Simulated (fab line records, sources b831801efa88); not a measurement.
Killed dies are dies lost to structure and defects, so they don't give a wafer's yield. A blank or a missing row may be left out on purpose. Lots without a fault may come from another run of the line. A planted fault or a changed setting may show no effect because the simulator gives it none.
fab line records | flow sky130
record lots=24 wafers=72 last_day=50
route steps=708 shown SONOS_ONO@173 POLY_GATE@227 VIA1@478 VIA2@530 CAPM@539
lots that met no fault: from a run of the same line without faults
start_h: hours from the record's first day to the start of the lot's first wafer shown | wait_h: hours since the lot's step before | " the same as in the row above | L1.1+2: a row that stands for several wafers | - no value, or no start given | * or withheld: withheld | < > ~ a bound
route shown NAME@n: a module of which the file shows steps, and the number in the route of the first | usual: mean/standard deviation of fault-free wafers | same: alike in all rows | chamber/n: place in a boat | sites: the reading at each site | _std_site: their standard deviation | _edge_site: outer sites' mean less inner sites' | radius_mm: how far each site lies from the wafer's centre | mask NAME#n: copy n | behind: the tool/chamber that last shaped the wafer | hold: why the lot was held/for how many hours/how that ended | device: the transistor (n, p or np) that didn't switch | end of line: the same wafers' tests at the end of the route | a step without rows: its recipe alone | killed: dies lost to structure and defects at the first sort, not the wafer's yield | map: a wafer's dies, x killed, . not, _ none there
set.NAME: the setting as run; set.NAME@STEP: as run at that earlier step | model.NAME: the simulator's own value behind a step, which no gauge read
steps of the route over a sample of lots; a table a step, a row a wafer
services: from which hour (start_h, from the record's first day; less than 0 if before it) a tool's chamber was out of use, for how many hours, and why
## steps
# step SKY_SONOS_ONO_THK_MEAS_05
# recipe reads=SiO2_of_SONOS_ONO_CVD_04
# usual SONOS_ONO_CVD_04_THK=5.77/0.12
# columns lot.wafer tool chamber start_h wait_h SONOS_ONO_CVD_04_THK[nm]
L074.1 film_metro-04 - 273.78 0.0 5.86
L074.4 " - " " 5.84
L074.6 " - " " 5.81
L075.2 film_metro-02 - 282.21 0.0 5.65
L075.4 " - " " 5.72
L075.5 " - " " 5.67
L076.1 film_metro-02 - 283.45 0.0 5.78
L076.2 " - " " 5.87
L076.6 " - " " 5.90
L077.3 film_metro-01 - 292.84 0.0 5.85
L077.4 " - " " 5.71
L077.5 " - " " 5.76
L078.3 film_metro-02 - 296.67 0.0 5.73
L078.5 " - " " 5.75
L078.6 " - " " 5.69
L079.1 film_metro-01 - 303.89 0.0 5.61
L079.3 " - " " 5.71
L079.5 " - " " 5.70
L080.2 film_metro-01 - 310.33 0.0 5.68
L080.3 " - " " 5.63
L080.4 " - " " 5.76
L081.1 film_metro-01 - 321.85 0.0 6.06
L081.3 " - " " 6.02
L081.5 " - " " 6.09
L082.1 film_metro-04 - 330.84 0.0 6.01
L082.2 " - " " 5.90
L082.5 " - " " 5.97
L083.1 film_metro-01 - 330.84 0.0 5.76
L083.2 " - " " 5.77
L083.3 " - " " 5.69
L084.1 film_metro-02 - 338.79 0.0 5.83
L084.3 " - " " 5.87
L084.6 " - " " 5.83
L085.2 film_metro-01 - 348.70 0.0 5.67
L085.5 " - " " 5.72
L085.6 " - " " 5.79
L086.4 film_metro-01 - 363.29 0.0 5.94
L086.5 " - " " 5.87
L086.6 " - " " 5.89
L087.1 film_metro-01 - 374.23 0.0 5.83
L087.2 " - " " 5.86
L087.6 " - " " 5.90
L088.2 film_metro-04 - 383.32 0.0 5.75
L088.4 " - " " 5.72
L088.5 " - " " 5.67
L090.1 film_metro-02 - 390.16 0.0 5.73
L090.4 " - " " 5.81
L090.6 " - " " 5.71
L089.3 film_metro-04 - 390.18 0.0 5.51
L089.4 " - " " 5.52
L089.5 " - " " 5.56
L091.3 film_metro-01 - 398.12 0.0 5.57
L091.5 " - " " 5.64
L091.6 " - " " 5.71
L092.1 film_metro-02 - 414.46 0.0 5.61
L092.3 " - " " 5.54
L092.5 " - " " 5.70
L093.2 film_metro-01 - 427.58 0.0 5.89
L093.3 " - " " 5.79
L093.5 " - " " 5.77
L094.2 film_metro-02 - 427.58 0.0 5.87
L094.4 " - " " 5.91
L094.6 " - " " 5.93
L095.1 film_metro-04 - 432.44 0.0 5.67
L095.2 " - " " 5.67
L095.4 " - " " 5.58
L096.1 film_metro-04 - 442.19 0.0 5.65
L096.2 " - " " 5.69
L096.4 " - " " 5.76
L097.2 film_metro-01 - 445.44 0.0 5.78
L097.3 " - " " 5.81
L097.5 " - " " 5.88
# step SKY_POLY_GATE_CD_MEAS_13
# recipe target_cd_nm=150
# usual cd_nm=150.1/1.3
# columns lot.wafer tool chamber start_h wait_h cd_nm
L074.1 cd_sem-02 - 394.76 - 150.0
L074.4 " - " " 148.8
L074.6 " - " " 149.0
L076.1 cd_sem-01 - 400.13 - 149.5
L076.2 " - " " 149.3
L076.6 " - " " 150.1
L075.2 cd_sem-01 - 403.77 - 151.4
L075.4 " - " " 150.6
L075.5 " - " " 150.3
L077.3 cd_sem-02 - 412.69 - 149.9
L077.4 " - " " 151.1
L077.5 " - " " 150.7
L078.3 cd_sem-01 - 417.29 - 150.6
L078.5 " - " " 148.7
L078.6 " - " " 147.9
L079.1 cd_sem-01 - 425.48 - 149.1
L079.3 " - " " 146.9
L079.5 " - " " 147.6
L080.2 cd_sem-02 - 431.58 - 148.6
L080.3 " - " " 150.0
L080.4 " - " " 149.8
L081.1 cd_sem-01 - 448.81 - 150.9
L081.3 " - " " 150.7
L081.5 " - " " 151.6
L082.1 cd_sem-01 - 459.73 - 150.7
L082.2 " - " " 149.6
L082.5 " - " " 149.8
L083.1 cd_sem-02 - 460.08 - 150.1
L083.2 " - " " 150.8
L083.3 " - " " 150.6
L084.1 cd_sem-02 - 466.30 - 151.0
L084.3 " - " " 150.7
L084.6 " - " " 149.4
L085.2 cd_sem-01 - 474.40 - 149.4
L085.5 " - " " 147.7
L085.6 " - " " 149.5
L086.4 cd_sem-01 - 491.61 - 150.9
L086.5 " - " " 150.6
L086.6 " - " " 149.4
L087.1 cd_sem-01 - 506.16 - 150.8
L087.2 " - " " 151.0
L087.6 " - " " 148.9
L088.2 cd_sem-01 - 509.40 - 151.5
L088.4 " - " " 152.5
L088.5 " - " " 151.2
L089.3 cd_sem-02 - 519.02 - 147.7
L089.4 " - " " 148.6
L089.5 " - " " 146.2
L090.1 cd_sem-01 - 520.21 - 149.4
L090.4 " - " " 148.7
L090.6 " - " " 149.2
L091.3 cd_sem-01 - 529.32 - 151.0
L091.5 " - " " 150.2
L091.6 " - " " 151.0
L092.1 cd_sem-01 - 542.55 - 150.3
L092.3 " - " " 150.8
L092.5 " - " " 150.3
L093.2 cd_sem-02 - 555.12 - 150.4
L093.3 " - " " 149.0
L093.5 " - " " 150.4
L094.2 cd_sem-02 - 558.52 - 151.5
L094.4 " - " " 149.3
L094.6 " - " " 149.3
L095.1 cd_sem-01 - 561.38 - 151.9
L095.2 " - " " 151.4
L095.4 " - " " 151.4
L096.1 cd_sem-02 - 571.26 - 150.2
L096.2 " - " " 149.9
L096.4 " - " " 149.9
L097.2 cd_sem-01 - 572.83 - 149.9
L097.3 " - " " 151.7
L097.5 " - " " 150.9
# step SKY_VIA1_SPUTTER_20
# recipe material=TiN target_thk_nm=20 chamber_pressure_pa=5 power_w=4000 time_s=80
# usual throttle_valve_pct=29.8/1.2
# columns lot.wafer tool chamber start_h wait_h throttle_valve_pct
L074.1 pvd_sputter-03 - 810.27 0.0 30.2
L074.4 " - " " 29.6
L074.6 " - " " 29.3
L076.1 pvd_sputter-01 - 817.81 0.0 30.6
L076.2 " - " " 28.9
L076.6 " - " " 29.1
L075.2 pvd_sputter-03 - 823.52 0.0 30.3
L075.4 " - " " 29.6
L075.5 " - " " 32.0
L077.3 pvd_sputter-03 - 828.19 0.0 29.9
L077.4 " - " " 27.3
L077.5 " - " " 31.8
L078.3 pvd_sputter-02 - 836.88 0.0 29.7
L078.5 " - " " 30.0
L078.6 " - " " 29.7
L079.1 pvd_sputter-03 - 838.52 0.0 30.4
L079.3 " - " " 31.5
L079.5 " - " " 32.0
L080.2 pvd_sputter-01 - 844.11 0.0 28.9
L080.3 " - " " 30.6
L080.4 " - " " 31.0
L081.1 pvd_sputter-01 - 858.81 0.0 30.6
L081.3 " - " " 29.2
L081.5 " - " " 30.7
L083.1 pvd_sputter-03 - 867.29 0.0 27.1
L083.2 " - " " 29.9
L083.3 " - " " 31.6
L082.1 pvd_sputter-02 - 868.85 0.0 29.2
L082.2 " - " " 30.0
L082.5 " - " " 29.8
L084.1 pvd_sputter-03 - 875.88 0.0 31.9
L084.3 " - " " 26.9
L084.6 " - " " 29.5
L085.2 pvd_sputter-03 - 877.82 0.0 30.1
L085.5 " - " " 29.7
L085.6 " - " " 27.3
L086.4 pvd_sputter-01 - 895.19 0.0 30.7
L086.5 " - " " 30.5
L086.6 " - " " 30.8
L087.1 pvd_sputter-03 - 905.87 0.0 29.5
L087.2 " - " " 27.2
L087.6 " - " " 30.0
L088.2 pvd_sputter-01 - 912.02 0.0 30.4
L088.4 " - " " 29.7
L088.5 " - " " 29.8
L089.3 pvd_sputter-03 - 916.87 0.0 27.1
L089.4 " - " " 31.8
L089.5 " - " " 30.2
L090.1 pvd_sputter-03 - 917.59 0.0 29.9
L090.4 " - " " 29.5
L090.6 " - " " 31.6
L091.3 pvd_sputter-01 - 928.42 0.0 30.9
L091.5 " - " " 30.4
L091.6 " - " " 30.2
L092.1 pvd_sputter-01 - 938.30 0.0 28.9
L092.3 " - " " 30.6
L092.5 " - " " 29.9
L093.2 pvd_sputter-03 - 948.60 0.0 27.2
L093.3 " - " " 31.4
L093.5 " - " " 27.3
L094.2 pvd_sputter-02 - 954.03 0.0 29.4
L094.4 " - " " 29.6
L094.6 " - " " 29.3
L095.1 pvd_sputter-02 - 956.19 0.0 29.6
L095.2 " - " " 29.3
L095.4 " - " " 29.3
L096.1 pvd_sputter-02 - 960.87 0.0 29.3
L096.2 " - " " 29.9
L096.4 " - " " 29.2
L097.2 pvd_sputter-03 - 962.29 0.0 27.3
L097.3 " - " " 30.0
L097.5 " - " " 31.8
# step SKY_VIA2_THK_MEAS_23
# recipe thk_meas_gauge=xrf reads=W_of_VIA2_CVD_21
# usual VIA2_W_THK=410/5.1
# columns lot.wafer tool chamber start_h wait_h VIA2_W_THK[nm]
L074.1 film_metro-02 - 866.28 0.1 413
L074.4 " - " " 415
L074.6 " - " " 415
L076.1 film_metro-01 - 874.56 0.1 406
L076.2 " - " " 401
L076.6 " - " " 404
L075.2 film_metro-02 - 878.98 0.1 417
L075.4 " - " " 410
L075.5 " - " " 411
L077.3 film_metro-01 - 882.98 0.1 417
L077.4 " - " " 412
L077.5 " - " " 410
L078.3 film_metro-02 - 891.80 0.1 406
L078.5 " - " " 411
L078.6 " - " " 407
L079.1 film_metro-04 - 895.15 0.1 420
L079.3 " - " " 419
L079.5 " - " " 422
L080.2 film_metro-04 - 899.18 0.1 405
L080.3 " - " " 405
L080.4 " - " " 401
L081.1 film_metro-01 - 913.96 0.1 409
L081.3 " - " " 412
L081.5 " - " " 413
L083.1 film_metro-02 - 921.20 0.1 409
L083.2 " - " " 407
L083.3 " - " " 410
L082.1 film_metro-01 - 923.41 0.1 409
L082.2 " - " " 409
L082.5 " - " " 408
L084.1 film_metro-01 - 930.70 0.1 407
L084.3 " - " " 409
L084.6 " - " " 405
L085.2 film_metro-04 - 932.42 0.1 412
L085.5 " - " " 414
L085.6 " - " " 413
L086.4 film_metro-04 - 949.46 0.1 412
L086.5 " - " " 409
L086.6 " - " " 403
L087.1 film_metro-04 - 959.07 0.1 408
L087.2 " - " " 405
L087.6 " - " " 404
L088.2 film_metro-04 - 965.77 0.1 413
L088.4 " - " " 411
L088.5 " - " " 412
L089.3 film_metro-04 - 969.20 0.1 417
L089.4 " - " " 419
L089.5 " - " " 416
L090.1 film_metro-01 - 970.70 0.1 409
L090.4 " - " " 409
L090.6 " - " " 406
L091.3 film_metro-01 - 980.91 0.1 402
L091.5 " - " " 410
L091.6 " - " " 409
L092.1 film_metro-04 - 990.03 0.1 405
L092.3 " - " " 411
L092.5 " - " " 408
L093.2 film_metro-04 - 999.27 0.1 408
L093.3 " - " " 414
L093.5 " - " " 415
L094.2 film_metro-02 - 1004.13 0.1 421
L094.4 " - " " 409
L094.6 " - " " 414
L095.1 film_metro-01 - 1007.72 0.1 409
L095.2 " - " " 405
L095.4 " - " " 406
L096.1 film_metro-01 - 1011.56 0.1 412
L096.2 " - " " 415
L096.4 " - " " 411
L097.2 film_metro-04 - 1013.59 0.1 415
L097.3 " - " " 411
L097.5 " - " " 412
# step SKY_CAPM_SPUTTER_02
# recipe material=TiN target_thk_nm=200 temp_c=300 power_w=6500 time_s=169.9 chamber_pressure_pa=0.4
# usual throttle_valve_pct=29.9/1.1
# columns lot.wafer tool chamber start_h wait_h throttle_valve_pct
L074.1 pvd_sputter-02 - 866.88 0.1 29.3
L074.4 " - " " 30.0
L074.6 " - " " 29.3
L076.1 pvd_sputter-03 - 875.16 0.1 29.5
L076.2 " - " " 29.9
L076.6 " - " " 27.5
L075.2 pvd_sputter-01 - 879.56 0.0 30.7
L075.4 " - " " 29.1
L075.5 " - " " 30.8
L077.3 pvd_sputter-01 - 883.55 0.0 30.5
L077.4 " - " " 30.6
L077.5 " - " " 30.4
L078.3 pvd_sputter-01 - 892.40 0.0 30.7
L078.5 " - " " 30.6
L078.6 " - " " 30.6
L079.1 pvd_sputter-01 - 895.75 0.1 30.5
L079.3 " - " " 29.2
L079.5 " - " " 30.7
L080.2 pvd_sputter-01 - 899.76 0.0 30.1
L080.3 " - " " 30.5
L080.4 " - " " 30.4
L081.1 pvd_sputter-01 - 914.56 0.1 29.0
L081.3 " - " " 30.6
L081.5 " - " " 30.0
L083.1 pvd_sputter-01 - 921.79 0.1 28.8
L083.2 " - " " 29.8
L083.3 " - " " 30.4
L082.1 pvd_sputter-01 - 924.00 0.1 30.4
L082.2 " - " " 30.7
L082.5 " - " " 29.2
L084.1 pvd_sputter-01 - 931.29 0.1 30.5
L084.3 " - " " 29.9
L084.6 " - " " 30.6
L085.2 pvd_sputter-01 - 933.01 0.0 28.9
L085.5 " - " " 30.0
L085.6 " - " " 30.5
L086.4 pvd_sputter-03 - 950.09 0.1 31.9
L086.5 " - " " 27.4
L086.6 " - " " 30.3
L087.1 pvd_sputter-03 - 959.67 0.1 27.1
L087.2 " - " " 30.1
L087.6 " - " " 31.9
L088.2 pvd_sputter-01 - 966.36 0.0 29.2
L088.4 " - " " 29.0
L088.5 " - " " 30.7
L089.3 pvd_sputter-02 - 969.78 0.0 29.3
L089.4 " - " " 29.8
L089.5 " - " " 29.8
L090.1 pvd_sputter-03 - 971.29 0.1 27.1
L090.4 " - " " 30.2
L090.6 " - " " 27.0
L091.3 pvd_sputter-03 - 981.61 0.0 29.5
L091.5 " - " " 29.6
L091.6 " - " " 27.3
L092.1 pvd_sputter-01 - 990.64 0.1 30.5
L092.3 " - " " 30.5
L092.5 " - " " 30.7
L093.2 pvd_sputter-03 - 999.87 0.0 30.2
L093.3 " - " " 31.5
L093.5 " - " " 27.1
L094.2 pvd_sputter-01 - 1004.71 0.0 30.6
L094.4 " - " " 30.0
L094.6 " - " " 30.1
L095.1 pvd_sputter-02 - 1008.33 0.1 29.4
L095.2 " - " " 29.2
L095.4 " - " " 29.5
L096.1 pvd_sputter-02 - 1012.15 0.1 29.7
L096.2 " - " " 29.4
L096.4 " - " " 29.3
L097.2 pvd_sputter-01 - 1014.20 0.0 30.5
L097.3 " - " " 30.8
L097.5 " - " " 30.3
# step SKY_CAPM_THK_MEAS_04
# recipe thk_meas_gauge=xrf reads=TiN_of_CAPM_SPUTTER_02
# usual CAPM_TIN_THK=207.7/2.5
# columns lot.wafer tool chamber start_h wait_h CAPM_TIN_THK[nm]
L074.1 film_metro-04 - 867.11 0.1 206.2
L074.4 " - " " 207.2
L074.6 " - " " 205.8
L076.1 film_metro-03 - 875.39 0.1 206.8
L076.2 " - " " 204.7
L076.6 " - " " 203.1
L075.2 film_metro-03 - 879.80 0.1 210.7
L075.4 " - " " 211.1
L075.5 " - " " 212.2
L077.3 film_metro-04 - 883.80 0.1 205.3
L077.4 " - " " 207.2
L077.5 " - " " 206.7
L078.3 film_metro-03 - 892.65 0.1 209.7
L078.5 " - " " 210.0
L078.6 " - " " 209.3
L079.1 film_metro-04 - 895.98 0.1 209.4
L079.3 " - " " 209.6
L079.5 " - " " 208.4
L080.2 film_metro-04 - 900.00 0.1 208.9
L080.3 " - " " 210.6
L080.4 " - " " 210.2
L081.1 film_metro-04 - 914.79 0.1 207.7
L081.3 " - " " 209.2
L081.5 " - " " 208.8
L083.1 film_metro-04 - 922.02 0.1 205.3
L083.2 " - " " 207.1
L083.3 " - " " 205.6
L082.1 film_metro-03 - 924.23 0.1 203.5
L082.2 " - " " 206.2
L082.5 " - " " 202.3
L084.1 film_metro-04 - 931.52 0.1 210.6
L084.3 " - " " 210.8
L084.6 " - " " 208.7
L085.2 film_metro-02 - 933.25 0.1 206.5
L085.5 " - " " 206.7
L085.6 " - " " 205.6
L086.4 film_metro-02 - 950.29 0.1 209.2
L086.5 " - " " 206.0
L086.6 " - " " 207.9
L087.1 film_metro-02 - 959.89 0.1 209.1
L087.2 " - " " 208.8
L087.6 " - " " 211.4
L088.2 film_metro-04 - 966.60 0.1 205.8
L088.4 " - " " 206.1
L088.5 " - " " 205.1
L089.3 film_metro-02 - 970.03 0.1 208.3
L089.4 " - " " 208.5
L089.5 " - " " 207.8
L090.1 film_metro-02 - 971.52 0.1 204.1
L090.4 " - " " 206.4
L090.6 " - " " 204.5
L091.3 film_metro-04 - 981.86 0.1 209.8
L091.5 " - " " 212.0
L091.6 " - " " 207.0
L092.1 film_metro-03 - 990.88 0.1 208.6
L092.3 " - " " 204.4
L092.5 " - " " 206.2
L093.2 film_metro-03 - 1000.11 0.1 208.2
L093.3 " - " " 206.7
L093.5 " - " " 205.6
L094.2 film_metro-04 - 1004.96 0.1 210.1
L094.4 " - " " 211.5
L094.6 " - " " 212.0
L095.1 film_metro-04 - 1008.56 0.1 209.7
L095.2 " - " " 211.3
L095.4 " - " " 209.7
L096.1 film_metro-03 - 1012.38 0.1 202.2
L096.2 " - " " 203.1
L096.4 " - " " 204.8
L097.2 film_metro-04 - 1014.45 0.1 207.3
L097.3 " - " " 206.6
L097.5 " - " " 210.3
## services
# columns tool chamber start_h hours kind
pvd_sputter-02 1 799.43 - consumable_replace:kit
pvd_sputter-02 1 799.43 18.0 scheduled_down
pvd_sputter-02 1 799.43 18.0 vent_cycle
pvd_sputter-02 - 820.10 6.1 repair
pvd_sputter-02 - 872.50 2.2 repair
pvd_sputter-03 - 910.80 4.8 repair
pvd_sputter-02 - 911.97 3.1 repair
pvd_sputter-02 - 924.66 0.9 repair
pvd_sputter-03 1 946.64 - consumable_replace:kit
pvd_sputter-03 1 946.64 18.0 scheduled_down
pvd_sputter-03 1 946.64 18.0 vent_cycle
pvd_sputter-01 0 958.13 - consumable_replace:kit
pvd_sputter-01 0 958.13 18.0 scheduled_down
pvd_sputter-01 0 958.13 18.0 vent_cycle
pvd_sputter-01 - 993.17 8.9 repair
pvd_sputter-02 0 1000.23 - consumable_replace:kit
pvd_sputter-02 0 1000.23 18.0 scheduled_down
pvd_sputter-02 0 1000.23 18.0 vent_cycle
## key
fault none
